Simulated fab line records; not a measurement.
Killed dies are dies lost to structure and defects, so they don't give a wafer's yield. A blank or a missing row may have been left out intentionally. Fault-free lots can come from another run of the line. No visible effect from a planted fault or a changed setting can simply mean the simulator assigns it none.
Chamber matching | flow sky130 | rie-diel-02 running SKY_VIA3_ETCH_15: 4 sister chambers
The step etches SiO2 in C4F8/O2/Ar, stops on TiN, target depth 507 nm, time 78 s. 18 wafers are shown with their chamber, then 9 later ones without.

WAFERS, EACH WITH ITS CHAMBER
wafer  | chamber | oes-product-au (a.u.)
L074.2 | 3       | 0.945
L074.5 | 0       | 0.948
L074.6 | 3       | 0.951
L076.1 | 1       | 0.951
L076.3 | 2       | 0.938
L076.6 | 0       | 0.942
L078.1 | 0       | 0.950
L078.2 | 2       | 0.947
L078.3 | 1       | 0.951
L078.4 | 3       | 0.949
L078.5 | 1       | 0.949
L078.6 | 0       | 0.951
L081.1 | 0       | 0.939
L081.3 | 2       | 0.946
L081.4 | 3       | 0.948
L083.2 | 0       | 0.948
L083.5 | 1       | 0.935
L083.6 | 0       | 0.942

SIGNATURES (averages over the wafers above)
reading        | chamber 0 | chamber 1 | chamber 2 | chamber 3 | scatter within a chamber
oes-product-au | 0.94571   | 0.94650   | 0.94367   | 0.94825   | 0.00518
Rule: a wafer's distance from a chamber is the root of the sum, over the readings, of the square of ((its reading less the chamber's mean) divided by the reading's scatter). The wafer belongs to the nearest chamber; if the next one is less than 2 further off, it can't be placed. The scatter is the square root of a quotient: the sum, over the shown wafers, of each reading's squared deviation from its chamber's mean, divided by wafers minus chambers.

WAFERS WHOSE CHAMBER IS MISSING
wafer  | oes-product-au (a.u.)
L086.1 | 0.952
L086.3 | 0.942
L086.4 | 0.932
L088.3 | 0.955
L088.4 | 0.940
L088.5 | 0.935
L092.3 | 0.945
L092.4 | 0.941
L092.6 | 0.951

THE CHAMBER EACH PASSED THROUGH
wafer  | from the rows above               | in truth
L086.1 | can't be placed: 3 or 1 or 0 or 2 | 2
L086.3 | can't be placed: 2 or 0 or 1 or 3 | 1
L086.4 | can't be placed: 2 or 0 or 1 or 3 | 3
L088.3 | can't be placed: 3 or 1 or 0 or 2 | 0
L088.4 | can't be placed: 2 or 0 or 1 or 3 | 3
L088.5 | can't be placed: 2 or 0 or 1 or 3 | 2
L092.3 | can't be placed: 0 or 2 or 1 or 3 | 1
L092.4 | can't be placed: 2 or 0 or 1 or 3 | 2
L092.6 | can't be placed: 3 or 1 or 0 or 2 | 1
0 of 9 placed correctly. These rows do not allow placing 9 (true chamber among the candidates in 9). 0 placed wrongly.
